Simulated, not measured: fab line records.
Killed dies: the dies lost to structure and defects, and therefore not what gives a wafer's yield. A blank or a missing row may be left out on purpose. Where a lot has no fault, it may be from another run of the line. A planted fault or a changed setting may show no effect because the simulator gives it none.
A single fault, viewed from 2 desks	flow gf180mcu	numbers are kept per desk, each desk with only its own; the story behind them comes last

FOR THE TOOL OWNER'S DESK: pvd-sputter-03
The tool's own readings at GF_M1_SPUTTER_00 (material Ti, target thk 37.5 nm, time 150 s): means of the sampled wafers that have a number, for each lot that ran on this tool. Marked OUT: a lot whose mean sits more than 4 standard deviations from the usual mean, which makes it out of limits; the brackets give that distance.
Columns: A = chamber-pressure-pa at GF_M1_SPUTTER_00, usual 2.000 Pa; B = throttle-valve-pct at GF_M1_SPUTTER_00, usual 29.5 %
lot	first seen here	A	B
L543	day 19 08:40	1.997	28.5
L546	day 20 07:19	1.996	29.8
L557	day 23 16:50	2.003	30.4
This desk found nothing out of limits on any of the 3 lots.

FROM THE METROLOGY DESK
Lot by lot, what the gauges showed, no matter which tool ran the lot: averages of those sampled wafers that carry a number. Marked OUT: a lot whose mean sits more than 4 standard deviations from the usual mean, which makes it out of limits; the brackets give that distance.
Columns: A = CONTACT_W_RS at GF_CONTACT_RS_MEAS_25, usual 0.379 ohm/sq; B = CONTACT_W_THK at GF_CONTACT_THK_MEAS_26, usual 309 nm
lot	first seen here	A	B
L536	day 16 00:02	0.375	309
L543	day 19 08:13	0.384	304
L546	day 20 06:50	0.381	309
L554	day 22 16:08	0.377	312
L557	day 23 16:23	0.377	310
L558	day 23 22:56	0.380	312
This desk found nothing out of limits on any of the 6 lots.

ALL TOGETHER
Nothing out of limits was seen by the tool owner's desk.
From the metrology desk's view, nothing was out of limits.

WHAT THE SIMULATOR HAD PUT IN
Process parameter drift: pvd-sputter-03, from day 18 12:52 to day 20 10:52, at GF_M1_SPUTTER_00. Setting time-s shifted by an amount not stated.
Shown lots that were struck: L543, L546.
